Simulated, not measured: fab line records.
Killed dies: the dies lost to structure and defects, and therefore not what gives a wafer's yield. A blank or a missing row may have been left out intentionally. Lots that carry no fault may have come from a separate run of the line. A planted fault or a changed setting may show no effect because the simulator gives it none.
Comparing a struck lot with a sound one + flow sky130 + 15 steps out of a route of 708
Sound: the wafers L863.2, L863.3, L863.4. Struck: wafers L872.2, L872.3, L872.5. Last of all comes the cause.
Order at every step that has rows: each side's tool, ch and its chambers, its first start. Under that, the readings that differ: sound wafers + struck wafers + difference of the means + sigmas: that difference in standard deviations of wafers without a fault.
alike: readings whose means differ by less than 2 such deviations, and words and numbers that are the same on both sides. not compared: withheld readings, readings that some wafer has no value for, bounds like >300 that may hide the same value, and numbers for which the record gives no deviation and whose values overlap.
The two part at a step that has a row with sigmas, a row that says differs or no value, or rows on one side only. Non-overlapping numbers with no deviation appear without sigmas and do not part them. Lack of a reading on every wafer of one side parts them only where that side has two or more wafers.

first, 1 step without rows for these wafers: SKY_VIA4_DEVELOP_10 (develop time 60 s).
SKY_VIA4_OVL_MEAS_11:
  struck on overlay-02, day 46 15:00; sound on overlay-01, day 44 14:30
  alike: VIA4_OVL
SKY_VIA4_ETCH_12: etches SiO2 in C4F8/O2/Ar, stops on TiN, target depth 580 nm.
  sound on rie-diel-01 ch 1,3, day 44 14:32; struck on rie-diel-03 ch 0,2, day 46 15:02
  alike: oes-product-au
then, 4 steps without rows for these wafers: SKY_VIA4_STRIP_13 (strips in O2/N2); SKY_VIA4_STRIP_14 (strips in post etch residue remover, time 1200 s); SKY_VIA4_CLEAN_15 (cleans in IPA, time 180 s); SKY_VIA4_CLEAN_16 (cleans in O3/DIW).
SKY_VIA4_SPUTTER_17: material TiN, target thk 20 nm, time 80 s.
  struck on pvd-sputter-02, day 46 15:41; sound on pvd-sputter-04, day 44 15:15
| reading                | sound          | struck         | difference | sigmas |
|------------------------|----------------|----------------|------------|--------|
| throttle-valve-pct (%) | 28.6 27.4 29.3 | 31.3 30.3 30.2 | +2.2       | +2     |
  alike: cathode-dc-power-W, chamber-pressure-pa
SKY_VIA4_CVD_18: deposits W, target thk 505 nm, time 152.14 s.
  sound on cvd-w-02 ch 0,1, day 44 15:19; struck on cvd-w-01 ch 0,1, day 46 15:45
  alike: chamber-pressure-Torr, heater-power-w, susceptor-temp-C
SKY_VIA4_RS_MEAS_19: the measuring method here is four-point-probe.
  struck on film-metro-01, day 46 15:55; sound on film-metro-03, day 44 15:29
| reading            | sound                | struck               | difference | sigmas |
|--------------------|----------------------|----------------------|------------|--------|
| VIA4_W_RS (ohm/sq) | 0.2182 0.2198 0.2210 | 0.2280 0.2249 0.2243 | +0.0061    | +3     |
SKY_VIA4_THK_MEAS_20: measures by xrf.
  struck on film-metro-01, day 46 16:02; sound on film-metro-03, day 44 15:35
  alike: VIA4_W_THK
SKY_VIA4_CMP_21: polishes, stops on SiO2, t overpolish 25 s, target thk 0 nm.
  sound on cmp-01 ch 1,2,3, day 44 15:38; struck on cmp-01 ch 0,1,3, day 46 16:08
  alike: motor-current-A, overpolish-run-s, time-to-endpoint-s
SKY_METAL5_SPUTTER_00: material Ti, target thk 15 nm, time 10 s.
  struck on pvd-sputter-04, day 46 16:23; sound on pvd-sputter-01, day 44 15:56
| reading                                   | sound             | struck            | difference | sigmas |
|-------------------------------------------|-------------------|-------------------|------------|--------|
| model.Ti_of_METAL5_SPUTTER_00.thk-nm (nm) | 14.94 15.05 14.82 | 22.02 22.15 22.03 | +7.13      |        |
  alike: cathode-dc-power-W, chamber-pressure-pa, throttle-valve-pct
SKY_METAL5_SPUTTER_01: material TiN, target thk 20 nm, time 16.7 s.
  struck on pvd-sputter-04, day 46 16:25; sound on pvd-sputter-01, day 44 15:58
  alike: cathode-dc-power-W, chamber-pressure-pa, throttle-valve-pct
-- the record jumps here: 3 days lie between the struck wafers' starts before and after (it left off in module METAL5 and takes up again in module PAD_OPEN, whose first step shown is number 708 of the route) --
SKY_PAD_OPEN_PROBE_99:
  struck on prober-02, day 49 06:00; sound on prober-01, day 47 08:58
| reading     | sound    | struck   | difference | sigmas |
|-------------|----------|----------|------------|--------|
| killed-open | 60 57 52 | 42 36 39 | -17        | -2     |
  alike: defect-limited-yield, killed_at_M0_to_M3, killed_at_M4_up, killed-at-contacts, killed-at-front-end, killed-at-other, killed-dies, killed-short, sort_bin_3_pad_short, sort_bin_5_function, sort_bin_6_memory, sort-n-pass, sort-yield-pct

WHERE THEY PART
First at SKY_VIA4_SPUTTER_17; last, within this record, at SKY_PAD_OPEN_PROBE_99.

WHY: the cause the simulator had injected
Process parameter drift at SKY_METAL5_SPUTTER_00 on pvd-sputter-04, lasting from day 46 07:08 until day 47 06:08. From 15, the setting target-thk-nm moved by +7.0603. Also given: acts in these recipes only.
